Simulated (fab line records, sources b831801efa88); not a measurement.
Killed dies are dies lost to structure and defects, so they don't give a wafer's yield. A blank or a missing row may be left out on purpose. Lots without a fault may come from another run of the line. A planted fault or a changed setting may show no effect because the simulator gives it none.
Which tool did it? | flow gf180mcu | 11 lots, 33 wafers sampled, at 3 steps of a route of 602

WHAT THE GAUGES READ, wafer by wafer
GF_NWELL_TW_MEAS_11.
lot  | measured    | on            | NWELL_TW
L258 | day 4 23:47 | film_metro-03 | 1586 1582 1582
L259 | day 5 03:28 | film_metro-04 | 30 30 30 30 30 30
L260 | day 5 13:16 | film_metro-03 | 30 30 30 30 30 30
L261 | day 5 17:31 | film_metro-03 | 30 30 30 30 30 30
L267 | day 6 23:06 | film_metro-04 | 1561 1565 1571
L268 | day 7 05:06 | film_metro-03 | 1590 1590 1590
L269 | day 7 11:23 | film_metro-03 | 1585 1591 1590
L270 | day 7 16:09 | film_metro-04 | 1553 1560 1551
L272 | day 8 02:17 | film_metro-01 | 1586 1580 1582
L273 | day 8 08:56 | film_metro-04 | 1574 1573 1579
L274 | day 8 13:42 | film_metro-01 | 1588 1581 1579

WHICH TOOL RAN EACH LOT (tool, then ch and the chambers of the sampled wafers, then the start)
lot  | GF_DNWELL_STRIP_08                  | GF_NWELL_STRIP_10
L258 | plasma_asher-01 ch 0,1, day 4 09:13 | plasma_asher-02 ch 0,1, day 4 23:41
L259 | plasma_asher-02 ch 0,1, day 4 13:05 | plasma_asher-01 ch 0,1, day 5 03:22
L260 | plasma_asher-03 ch 0,1, day 4 22:11 | plasma_asher-01 ch 0, day 5 13:09
L261 | plasma_asher-01 ch 0,1, day 5 02:31 | plasma_asher-01 ch 0,1, day 5 17:24
L267 | plasma_asher-01 ch 0,1, day 6 07:39 | plasma_asher-01 ch 0,1, day 6 23:00
L268 | plasma_asher-01 ch 0,1, day 6 12:53 | plasma_asher-04 ch 0,1, day 7 05:00
L269 | plasma_asher-01 ch 0,1, day 6 19:04 | plasma_asher-04 ch 0, day 7 11:16
L270 | plasma_asher-01 ch 0,1, day 6 23:30 | plasma_asher-04 ch 0,1, day 7 16:02
L272 | plasma_asher-03 ch 0,1, day 7 09:59 | plasma_asher-02 ch 0,1, day 8 02:11
L273 | plasma_asher-01 ch 0,1, day 7 16:26 | plasma_asher-01 ch 0,1, day 8 08:50
L274 | plasma_asher-03 ch 0,1, day 7 20:31 | plasma_asher-02 ch 0,1, day 8 13:36
- GF_DNWELL_STRIP_08: strips in O2/N2.
- GF_NWELL_STRIP_10: strips in O2/N2.

THE ANSWER, worked out from the rows above alone
Rule: what is usual is taken from the lots themselves. Put in order of their means at a reading, lots are off if they are a third of the lots or fewer, leave a main group of 4 or more, and stand apart from it by a gap of 3 or more times the standard deviation of the main group's means; of several such gaps the widest counts. A main group whose means are all the same, to the digits that the tables above print for the reading, isn't used. A lot without any number at a reading at which 4 lots or more have one is off too. The other lots that the step has rows for count as sound.
Off: L259, L260, L261, at GF_NWELL_TW_MEAS_11 (NWELL_TW). The main group: mean 1578, standard deviation 11.
A tool fits if, at a process step before that reading, it ran every lot that is off, and no sound lot after the first of them. The gauges at GF_NWELL_TW_MEAS_11 are tried like those tools. None of those tried fits.

WHAT THE SIMULATOR HAD PUT IN
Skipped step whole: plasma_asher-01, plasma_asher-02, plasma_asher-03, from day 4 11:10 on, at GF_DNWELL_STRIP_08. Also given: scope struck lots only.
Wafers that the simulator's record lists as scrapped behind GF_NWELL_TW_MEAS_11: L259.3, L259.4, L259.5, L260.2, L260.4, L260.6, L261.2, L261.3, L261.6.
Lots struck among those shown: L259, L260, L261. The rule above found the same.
